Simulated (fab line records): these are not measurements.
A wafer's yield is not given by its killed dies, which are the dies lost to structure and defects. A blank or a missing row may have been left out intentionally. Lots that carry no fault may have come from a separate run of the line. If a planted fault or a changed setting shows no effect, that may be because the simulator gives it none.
The tool behind it: which one?	flow sfq-line	14 lots, 42 wafers sampled, at 1 step of a route of 325

## WHAT THE GAUGES SHOWED, per wafer
Not one reading of a measure or inspect step in the record can be checked against a usual standard deviation.

## EACH LOT AND THE TOOL THAT RAN IT (in order: tool; ch and the chambers of the sampled wafers; start)
lot	SFQ_TRILAYER_JJ_TRILAYER_DEP_SPUTTER_110
L300	pvd-sputter-04, day 51 20:37
L301	pvd-sputter-06, day 52 00:02
L302	pvd-sputter-04, day 52 01:14
L304	pvd-sputter-04, day 52 09:36
L305	pvd-sputter-05, day 52 13:12
L308	pvd-sputter-06, day 54 05:58
L309	pvd-sputter-04, day 54 09:34
L310	pvd-sputter-06, day 54 16:07
L311	pvd-sputter-04, day 55 06:42
L312	pvd-sputter-06, day 55 19:42
L316	pvd-sputter-06, day 56 23:00
L317	pvd-sputter-04, day 57 05:59
L318	pvd-sputter-06, day 57 08:23
L321	pvd-sputter-04, day 58 14:23
- SFQ_TRILAYER_JJ_TRILAYER_DEP_SPUTTER_110: material Al, target thk 8 nm, time 10 s.

## WHAT THE TOOLS THEMSELVES READ (means of the sampled wafers that have a number; where no wafer has one, the mark that the record gives instead)
SFQ_TRILAYER_JJ_TRILAYER_DEP_SPUTTER_110.
lot	tool	chamber-pressure-pa (Pa)	throttle-valve-pct (%)
L300	pvd-sputter-04	0.3995	30.0
L301	pvd-sputter-06	0.4007	29.7
L302	pvd-sputter-04	0.4003	29.4
L304	pvd-sputter-04	0.4000	30.0
L305	pvd-sputter-05	0.4004	32.0
L308	pvd-sputter-06	0.4007	30.2
L309	pvd-sputter-04	0.3999	29.9
L310	pvd-sputter-06	0.4009	30.4
L311	pvd-sputter-04	0.4001	31.1
L312	pvd-sputter-06	0.3992	30.5
L316	pvd-sputter-06	0.3859	31.1
L317	pvd-sputter-04	0.4004	30.0
L318	pvd-sputter-06	0.3853	31.0
L321	pvd-sputter-04	0.4003	28.8

## THE ANSWER, worked out from the rows above alone
Rule: the usual values come from the lots themselves. Put in order of their means at a reading, lots are off if they are a third of the lots or fewer, leave a main group of 4 or more, and stand apart from it by a gap of 3 or more times the standard deviation of the main group's means; of several such gaps the widest counts. A main group is skipped when, at the precision printed for the reading in the tables above, its means are all equal. Also off: a lot with no number at a reading for which 4 or more lots have one. The other lots that the step has rows for count as sound. First the gauges in route order, then the tools' own readings, where a lot's mean is used as printed above. At the first step where some lot is off, the reading lying furthest off is the one used; lots without a number count as furthest.
Off at SFQ_TRILAYER_JJ_TRILAYER_DEP_SPUTTER_110 (chamber-pressure-pa): L316, L318. Main group: mean 0.4002 Pa, sd 0.00048.
If a tool, at that step or one of the process steps before it, ran each lot that is off and ran no sound lot following the first of them, it fits. One fits: pvd-sputter-06 at SFQ_TRILAYER_JJ_TRILAYER_DEP_SPUTTER_110. Its last sound lot is L312 (day 55 19:42), its first lot that is off L316 (day 56 23:00): a fault that began between those two fits.
On the lots that are off, the tool's own readings at SFQ_TRILAYER_JJ_TRILAYER_DEP_SPUTTER_110 differ by more than 5 times the standard deviation of the sound lots' means, which bears it out; chamber-pressure-pa reads 0.3856 Pa there versus 0.4002 Pa on the sound lots.

## WHAT THE SIMULATOR PUT IN
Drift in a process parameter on pvd-sputter-06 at SFQ_TRILAYER_JJ_TRILAYER_DEP_SPUTTER_110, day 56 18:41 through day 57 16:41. From 0.4, the setting chamber-pressure-pa moved by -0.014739. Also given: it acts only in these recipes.
Shown lots that were struck: L316, L318. The rule above reached the same finding.
